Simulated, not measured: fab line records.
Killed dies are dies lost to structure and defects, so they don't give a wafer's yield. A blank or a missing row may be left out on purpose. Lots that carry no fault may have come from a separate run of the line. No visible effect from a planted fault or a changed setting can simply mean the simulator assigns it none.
The tool behind it: which one? + flow sfq-line + 7 lots with 21 wafers sampled at 4 steps, on a route of 325 steps

## WHAT EACH GAUGE READ, for each wafer
SFQ_M8_BOW_MEAS_951.
| lot  | measured     | on            | M8_BOW (um) |
|------|--------------|---------------|-------------|
| L934 | day 80 12:17 | film-metro-02 | 7 16 6      |
| L937 | day 81 18:36 | film-metro-02 | -8 -4 -12   |
| L940 | day 82 07:08 | film-metro-03 | -8 -3 -8    |
| L944 | day 86 14:11 | film-metro-03 | 6 15 16     |
| L949 | day 87 14:49 | film-metro-04 | 36 16 21    |
| L953 | day 92 05:06 | film-metro-03 | 3 9 4       |
| L955 | day 92 12:53 | film-metro-03 | -2 7 2      |

## WHICH TOOL RAN EACH LOT (tool, then ch and the chambers of the sampled wafers, then the start)
| lot  | SFQ_TRILAYER_A5B_DEP_PECVD_129  | SFQ_TRILAYER_M7_LITHO_COAT_182    | SFQ_TRILAYER_M7_STRIP_STRIP_181   |
|------|---------------------------------|-----------------------------------|-----------------------------------|
| L934 | pecvd-03 ch 0,1,2, day 60 16:19 | litho-track-02 ch 0, day 75 22:53 | rie-metal-03 ch 0,1, day 76 01:26 |
| L937 | pecvd-01 ch 0,1,2, day 60 23:34 | litho-track-02 ch 0, day 76 12:26 | rie-metal-01 ch 0,1, day 76 17:26 |
| L940 | pecvd-04 ch 1,2, day 61 08:35   | litho-track-03 ch 0, day 76 20:45 | rie-metal-01 ch 0,1, day 76 23:14 |
| L944 | pecvd-04 ch 0,1,2, day 61 20:37 | litho-track-02 ch 0, day 81 05:02 | rie-metal-04 ch 0,1, day 85 03:50 |
| L949 | pecvd-04 ch 1,2, day 65 02:23   | litho-track-03 ch 0, day 82 08:56 | rie-metal-03 ch 1, day 86 05:39   |
| L953 | pecvd-01 ch 0,1, day 67 08:23   | litho-track-02 ch 0, day 85 08:29 | rie-metal-01 ch 0, day 88 21:18   |
| L955 | pecvd-03 ch 0,2, day 68 03:43   | litho-track-02 ch 0, day 85 21:47 | rie-metal-01 ch 0,1, day 89 05:43 |
- SFQ_TRILAYER_A5B_DEP_PECVD_129: deposits SiO2 from SiH4/N2O, time 133.33 s, target thk 600 nm.
- SFQ_TRILAYER_M7_LITHO_COAT_182: resist thk 62 nm.
- SFQ_TRILAYER_M7_STRIP_STRIP_181: strips in O2.

## THE ANSWER, worked out from the rows above alone
Rule: what is usual is taken from the lots themselves. Put in order of their means at a reading, lots are off if they are a third of the lots or fewer, leave a main group of 4 or more, and stand apart from it by a gap of 3 or more times the standard deviation of the main group's means; of several such gaps the widest counts. A main group whose means are all the same, to the digits that the tables above print for the reading, isn't used. A lot without any number at a reading at which 4 lots or more have one is off too. Where the step has rows for the other lots, those lots are counted as sound.
None of the lots is off at any reading shown; this tells nothing.

## WHAT HAD BEEN PUT IN BY THE SIMULATOR
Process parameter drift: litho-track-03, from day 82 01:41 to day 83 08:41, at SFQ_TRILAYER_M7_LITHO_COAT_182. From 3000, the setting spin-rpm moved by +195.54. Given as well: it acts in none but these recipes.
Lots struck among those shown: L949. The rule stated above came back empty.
